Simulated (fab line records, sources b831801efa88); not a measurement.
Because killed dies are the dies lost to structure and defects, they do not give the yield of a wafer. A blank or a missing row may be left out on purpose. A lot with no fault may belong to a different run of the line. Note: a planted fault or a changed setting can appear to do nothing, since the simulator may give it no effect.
Matching of chambers + flow sky130 + SKY_FIELD_ISO_ETCH_17 on rie si-01: 4 sister chambers
The step etches Si in HBr/Cl2/O2, target depth 342 nm, time 97.7 s. 14 wafers are shown with their chamber, then 7 later ones without.

## WAFERS PAIRED WITH THEIR CHAMBERS
| wafer  | chamber | oes product au (a.u.) | throttle valve pct (%) |
|--------|---------|-----------------------|------------------------|
| L189.1 | 1       | 1.008                 | 25.636                 |
| L189.2 | 0       | 0.983                 | 25.673                 |
| L189.4 | 2       | 1.009                 | 25.642                 |
| L190.4 | 2       | 1.013                 | 25.648                 |
| L190.5 | 2       | 1.007                 | 25.673                 |
| L190.6 | 1       | 1.024                 | 25.645                 |
| L191.2 | 0       | 0.988                 | 25.677                 |
| L191.5 | 2       | 1.009                 | 25.660                 |
| L191.6 | 1       | 1.013                 | 25.647                 |
| L193.1 | 3       | 1.014                 | 25.643                 |
| L193.3 | 0       | 0.984                 | 25.671                 |
| L193.6 | 0       | 0.988                 | 25.646                 |
| L194.1 | 3       | 1.003                 | 25.646                 |
| L194.3 | 2       | 1.009                 | 25.651                 |

SIGNATURES, as means of the wafers listed above
| reading            | chamber 0 | chamber 1 | chamber 2 | chamber 3 | scatter within a chamber |
|--------------------|-----------|-----------|-----------|-----------|--------------------------|
| oes product au     | 0.98575   | 1.01500   | 1.00940   | 1.00850   | 0.00484                  |
| throttle valve pct | 25.66675  | 25.64267  | 25.65480  | 25.64450  | 0.0112                   |
Rule: for each reading, subtract the chamber's mean from the wafer's reading, divide by that reading's scatter and square the result; add these up over the readings and take the root, which gives the wafer's distance from the chamber. If the next closest chamber is less than 2 further off than the closest, the wafer can't be placed; otherwise it belongs to the closest. The scatter is the square root of a quotient: the sum, over the shown wafers, of each reading's squared deviation from its chamber's mean, divided by wafers minus chambers.

## WAFERS WITH NO CHAMBER GIVEN
| wafer  | oes product au (a.u.) | throttle valve pct (%) |
|--------|-----------------------|------------------------|
| L194.5 | 1.008                 | 25.657                 |
| L195.2 | 0.989                 | 25.663                 |
| L195.4 | 1.011                 | 25.629                 |
| L195.6 | 0.989                 | 25.675                 |
| L196.2 | 1.006                 | 25.636                 |
| L196.3 | 1.007                 | 25.646                 |
| L196.6 | 1.012                 | 25.649                 |

## WHICH CHAMBER EACH WENT THROUGH
| wafer  | from the rows above          | in truth |
|--------|------------------------------|----------|
| L194.5 | can't be placed: 2 or 3 or 1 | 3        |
| L195.2 | 0                            | 0        |
| L195.4 | can't be placed: 1 or 3 or 2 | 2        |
| L195.6 | 0                            | 0        |
| L196.2 | can't be placed: 3 or 2 or 1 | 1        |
| L196.3 | can't be placed: 3 or 2 or 1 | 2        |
| L196.6 | can't be placed: 2 or 3 or 1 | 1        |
Placed correctly: 2 of 7. Cannot be placed on the basis of these rows: 5; the candidates contain the true chamber in 5. Wrongly placed: 0.
